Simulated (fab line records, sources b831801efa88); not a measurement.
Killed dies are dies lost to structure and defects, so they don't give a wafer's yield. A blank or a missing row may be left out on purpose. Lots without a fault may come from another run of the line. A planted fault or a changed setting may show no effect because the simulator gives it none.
Split-lot experiment | flow gf180mcu | 5 lots, 23 wafers read, on a route of 602 steps

THE SPLIT
At GF_MIM_SPUTTER_08 (material AlCu, target thk 200 nm, time 10.6 s), the setting time_s was moved away from the recipe's 10.6 s on 9 of the 23 wafers read, by -7.0% to +3.8%. The other wafers ran this setting at the recipe's value.

FROM THE SPLIT TO THE READING: what the file shows between them, 3 steps
- GF_MIM_SPUTTER_09: material TiN, target thk 35 nm, time 29.2 s
- GF_MIM_RS_MEAS_10: measures by four-point-probe
- GF_MIM_THK_MEAS_11: measures by xrf

THE READING
oes_product_au, in a.u., at GF_MIM_METAL_ETCH_19 (etches the open film in Cl2/BCl3, stops on Si3N4, target depth 324.5 nm, time 54.1 s). Fault-free wafers of this fab line usually give 0.942 a.u., standard deviation 0.0058 a.u..

wafer  | tool, chamber at the split | time_s as run, s | against the recipe | oes_product_au, a.u. | against lot-mates on the recipe
L076.1 | pvd_sputter-01, -          | 10.6             | recipe             | 0.943                | -
L076.3 | pvd_sputter-01, -          | 10.6             | recipe             | 0.938                | -
L076.4 | pvd_sputter-01, -          | 10.6             | recipe             | 0.936                | -
L076.5 | pvd_sputter-01, -          | 10.6             | recipe             | 0.937                | -
L076.6 | pvd_sputter-01, -          | 10.6             | recipe             | 0.942                | -
L077.1 | pvd_sputter-02, -          | 10.02            | -5.5%              | 0.926                | -0.011
L077.3 | pvd_sputter-02, -          | 10.6             | recipe             | 0.939                | -
L077.4 | pvd_sputter-02, -          | 10.6             | recipe             | 0.935                | -
L077.5 | pvd_sputter-02, -          | 10.02            | -5.5%              | 0.920                | -0.017
L077.6 | pvd_sputter-02, -          | 10.02            | -5.5%              | 0.920                | -0.017
L079.1 | pvd_sputter-01, -          | 10.6             | recipe             | 0.937                | -
L079.2 | pvd_sputter-01, -          | 9.854            | -7.0%              | 0.913                | -0.029
L079.3 | pvd_sputter-01, -          | 10.6             | recipe             | 0.947                | -
L079.4 | pvd_sputter-01, -          | 9.854            | -7.0%              | 0.909                | -0.033
L079.5 | pvd_sputter-01, -          | 9.854            | -7.0%              | 0.908                | -0.034
L080.1 | pvd_sputter-02, -          | 10.6             | recipe             | 0.945                | -
L080.2 | pvd_sputter-02, -          | 10.6             | recipe             | 0.957                | -
L080.4 | pvd_sputter-02, -          | 11               | +3.8%              | 0.957                | +0.006
L080.5 | pvd_sputter-02, -          | 11               | +3.8%              | 0.959                | +0.008
L080.6 | pvd_sputter-02, -          | 11               | +3.8%              | 0.971                | +0.020
L082.2 | pvd_sputter-02, -          | 10.6             | recipe             | 0.940                | -
L082.5 | pvd_sputter-02, -          | 10.6             | recipe             | 0.939                | -
L082.6 | pvd_sputter-02, -          | 10.6             | recipe             | 0.942                | -

THE FIT
A straight line over all 23 wafers: oes_product_au changes by +0.00443 a.u. for each +1% of time_s; r = +0.94; the points scatter about the line by 0.0057 a.u..
The same after taking each lot's own level away (the mean of its wafers on the recipe; 23 wafers): +0.00369 a.u. for each +1%; r = +0.93; scatter 0.005 a.u..
On that fit, the largest move of time_s shifts the reading by 0.026 a.u..
The lots' own levels span 0.9370 to 0.9510 a.u., that is 2.4 times the standard deviation above.
So the lot-to-lot level changes the slope: the two fits differ.
Check: with one of the wafers moved furthest among these (-7.0%) left out of the fit, the line predicts -0.0259 a.u. for it against its lot-mates. It came out at -0.029 a.u. against them.

THE WHOLE CHAIN: every reading that the file lists as answering this split, in the file's order
step                 | what it does                                                                         | reading                                                                        | change (the file's fit)                   | r (the file's)
GF_MIM_SPUTTER_08    | material AlCu, target thk 200 nm, time 10.6 s                                        | AlCu_of_MIM_SPUTTER_08.thk_nm (the simulator's own value, which no gauge read) | +2.08 nm for each +1% of the setting      | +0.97
GF_MIM_RS_MEAS_10    | measures by four-point-probe                                                         | MIM_ALCU_RS                                                                    | -0.00186 for each +1% of the setting      | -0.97
GF_MIM_THK_MEAS_11   | measures by xrf                                                                      | MIM_ALCU_THK                                                                   | +2.09 for each +1% of the setting         | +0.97
GF_MIM_METAL_ETCH_19 | etches the open film in Cl2/BCl3, stops on Si3N4, target depth 324.5 nm, time 54.1 s | oes_product_au                                                                 | +0.00379 a.u. for each +1% of the setting | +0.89

THE FILE'S OWN FIT
oes_product_au changes by +0.00379 a.u. for each +1% of time_s, r = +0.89.
